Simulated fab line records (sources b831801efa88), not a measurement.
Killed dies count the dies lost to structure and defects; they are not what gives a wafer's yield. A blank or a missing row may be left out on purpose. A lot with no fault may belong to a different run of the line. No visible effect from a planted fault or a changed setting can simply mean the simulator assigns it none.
What tool caused it? + flow gf180mcu + 38 wafers from 13 lots sampled at 5 of the route's 602 steps

## WHAT THE GAUGES SHOWED, per wafer
GF_STI_THK_MEAS_24. Usual: STI_CVD_23_THK 653 nm, standard deviation 5.3.
| lot  | measured    | on           | STI_CVD_23_THK (nm) | flag |
|------|-------------|--------------|---------------------|------|
| L855 | day 2 04:52 | filmMetro-02 | 648 650 651         |      |
| L857 | day 2 13:38 | filmMetro-01 | 648 649 650         |      |
| L858 | day 2 18:47 | filmMetro-02 | 663 657 658         |      |
| L859 | day 2 23:50 | filmMetro-03 | 650 648 652         |      |
| L862 | day 3 16:04 | filmMetro-03 | 660 657 657         |      |
| L865 | day 4 11:31 | filmMetro-01 | 659 661 661         |      |
| L866 | day 4 14:44 | filmMetro-02 | 659 659 659         |      |
| L867 | day 4 18:18 | filmMetro-02 | 657 649 661         |      |
| L873 | day 5 23:40 | filmMetro-03 | 646 652 662         |      |
| L874 | day 6 05:46 | filmMetro-01 | 659 519             | OFF  |
| L875 | day 6 10:41 | filmMetro-01 | 511 665 657         | OFF  |
| L877 | day 6 21:28 | filmMetro-02 | 660 656 657         |      |
| L878 | day 7 02:53 | filmMetro-02 | 661 657 655         |      |

GF_MVSD_OVL_MEAS_07. Usual: MVSD_OVL -1.7 nm, standard deviation 1.2.
| lot  | measured     | on         | MVSD_OVL (nm)  | flag |
|------|--------------|------------|----------------|------|
| L855 | day 4 10:52  | overlay-01 | -2.5 -3.4 -1.7 |      |
| L857 | day 4 20:58  | overlay-01 | -1.3 -3.4 -1.7 |      |
| L858 | day 5 02:53  | overlay-02 | -0.8 -2.6 -2.4 |      |
| L859 | day 5 08:13  | overlay-02 | -1.8 -1.1 -1.7 |      |
| L862 | day 6 03:33  | overlay-01 | -2.5 -3.2 -3.7 |      |
| L865 | day 7 01:50  | overlay-01 | -3.6 -2.8 -2.1 |      |
| L866 | day 7 03:33  | overlay-02 | -1.8 0.2 -0.7  |      |
| L867 | day 7 08:53  | overlay-01 | -0.6 -1.1 0.9  |      |
| L873 | day 8 17:29  | overlay-01 | -1.4 -3.1 -2.8 |      |
| L874 | day 9 01:25  | overlay-02 | -2.0 -1.5      |      |
| L875 | day 9 07:41  | overlay-02 | -1.8 -0.6 -1.0 |      |
| L877 | day 9 19:27  | overlay-02 | -3.9 -3.3 -4.0 |      |
| L878 | day 10 00:19 | overlay-01 | -2.4 -1.4 -0.4 |      |

GF_MVSD_TW_MEAS_11. Usual: MVSD_TW 1587, standard deviation 6.9.
| lot  | measured     | on           | MVSD_TW        | flag |
|------|--------------|--------------|----------------|------|
| L855 | day 4 11:18  | filmMetro-02 | 1577 1576 1585 |      |
| L857 | day 4 21:25  | filmMetro-02 | 1576 1582 1575 |      |
| L858 | day 5 03:19  | filmMetro-04 | 1580 1592 1586 |      |
| L859 | day 5 08:38  | filmMetro-03 | 1587 1582 1586 |      |
| L862 | day 6 03:59  | filmMetro-02 | 1593 1592 1591 |      |
| L865 | day 7 02:17  | filmMetro-04 | 1592 1593 1590 |      |
| L866 | day 7 03:59  | filmMetro-03 | 1580 1587 1577 |      |
| L867 | day 7 09:19  | filmMetro-03 | 1591 1592 1585 |      |
| L873 | day 8 17:55  | filmMetro-03 | 1583 1582 1582 |      |
| L874 | day 9 01:51  | filmMetro-04 | 1588 1594      |      |
| L875 | day 9 08:07  | filmMetro-04 | 1599 1595 1590 |      |
| L877 | day 9 19:53  | filmMetro-04 | 1593 1597 1590 |      |
| L878 | day 10 00:46 | filmMetro-04 | 1597 1599 1597 |      |

## WHICH TOOL RAN EACH LOT (tool, then ch and the chambers of the sampled wafers, then the start)
| lot  | GF_STI_CVD_23                   | GF_STI_CMP_25                |
|------|---------------------------------|------------------------------|
| L855 | hdpcvd-01 ch 0,1,2, day 2 04:47 | cmp-02 ch 2,3, day 2 04:55   |
| L857 | hdpcvd-02 ch 0,2, day 2 13:34   | cmp-01 ch 1,3, day 2 13:42   |
| L858 | hdpcvd-01 ch 0,1, day 2 18:41   | cmp-01 ch 1,2,3, day 2 18:56 |
| L859 | hdpcvd-02 ch 0,2, day 2 23:45   | cmp-01 ch 0,1,2, day 2 23:53 |
| L862 | hdpcvd-02 ch 0,2, day 3 15:59   | cmp-02 ch 1,2,3, day 3 16:13 |
| L865 | hdpcvd-01 ch 0,2, day 4 11:26   | cmp-01 ch 0,1,2, day 4 11:40 |
| L866 | hdpcvd-01 ch 0,1,2, day 4 14:39 | cmp-01 ch 0,3, day 4 14:50   |
| L867 | hdpcvd-01 ch 1,2, day 4 18:13   | cmp-01 ch 2,3, day 4 18:31   |
| L873 | hdpcvd-02 ch 0,1, day 5 23:35   | cmp-02 ch 0,1,3, day 5 23:43 |
| L874 | hdpcvd-01 ch 0,1, day 6 05:40   | cmp-02 ch 0,2, day 6 05:52   |
| L875 | hdpcvd-01 ch 0,1,2, day 6 10:35 | cmp-01 ch 0,1, day 6 10:44   |
| L877 | hdpcvd-02 ch 0,1,2, day 6 21:23 | cmp-01 ch 1,2,3, day 6 21:31 |
| L878 | hdpcvd-02 ch 0,1,2, day 7 02:48 | cmp-02 ch 1,2,3, day 7 02:56 |
- GF_STI_CVD_23: deposits SiO2, target thk 650 nm, time 108.3 s.
- GF_STI_CMP_25: polishes, stops on Si3N4, t overpolish 33 s, target thk 524.6 nm.

## WHAT THE TOOLS THEMSELVES READ (means of the sampled wafers that have a number; where no wafer has one, the mark that the record gives instead)
GF_STI_CMP_25. Usual: headPressurePsi 4.001 psi, standard deviation 0.01; motorCurrentA 11.9 A, standard deviation 0.96; timeToEndpointS 122 s, standard deviation 4.1.
| lot  | tool   | headPressurePsi (psi) | motorCurrentA (A) | timeToEndpointS (s) | flag |
|------|--------|-----------------------|-------------------|---------------------|------|
| L855 | cmp-02 | 3.998                 | 11.7              | 122                 |      |
| L857 | cmp-01 | 4.014                 | 12.8              | 125                 |      |
| L858 | cmp-01 | 3.997                 | 11.8              | 127                 |      |
| L859 | cmp-01 | 3.994                 | 12.0              | 129                 |      |
| L862 | cmp-02 | 4.003                 | 11.9              | 119                 |      |
| L865 | cmp-01 | 3.997                 | 11.7              | 123                 |      |
| L866 | cmp-01 | 3.997                 | 12.3              | 129                 |      |
| L867 | cmp-01 | 4.007                 | 11.1              | 122                 |      |
| L873 | cmp-02 | 4.004                 | 11.3              | 123                 |      |
| L874 | cmp-02 | 4.000                 | 12.4              | 114                 |      |
| L875 | cmp-01 | 3.986                 | 12.8              | 108                 | OFF  |
| L877 | cmp-01 | 3.993                 | 12.2              | 118                 |      |
| L878 | cmp-02 | 4.002                 | 12.0              | 126                 |      |

## THE ANSWER, worked out from the rows above alone
Rule: lot off if the mean of its wafers having a number is beyond 3 standard deviations from the usual mean. A lot without any number at a reading at which 4 lots or more have one is off too. Any other lot the step has rows for is counted as sound. After the gauges, taken in route order, come the tools' own readings; for these a lot's mean is taken, as printed above. At the first step where some lot is off, the reading lying furthest off is the one used; lots without a number count as furthest.
Off: at GF_STI_THK_MEAS_24 (STI_CVD_23_THK), L874, L875.
A tool fits if, at a process step before that reading, it ran every lot that is off, and no sound lot after the first of them. Those tools and the gauges at GF_STI_THK_MEAS_24 are tried in the same way. Can't be told from this: 2 tools fit, hdpcvd-01 at GF_STI_CVD_23, filmMetro-01 at GF_STI_THK_MEAS_24.

## WHAT THE SIMULATOR HAD INSERTED
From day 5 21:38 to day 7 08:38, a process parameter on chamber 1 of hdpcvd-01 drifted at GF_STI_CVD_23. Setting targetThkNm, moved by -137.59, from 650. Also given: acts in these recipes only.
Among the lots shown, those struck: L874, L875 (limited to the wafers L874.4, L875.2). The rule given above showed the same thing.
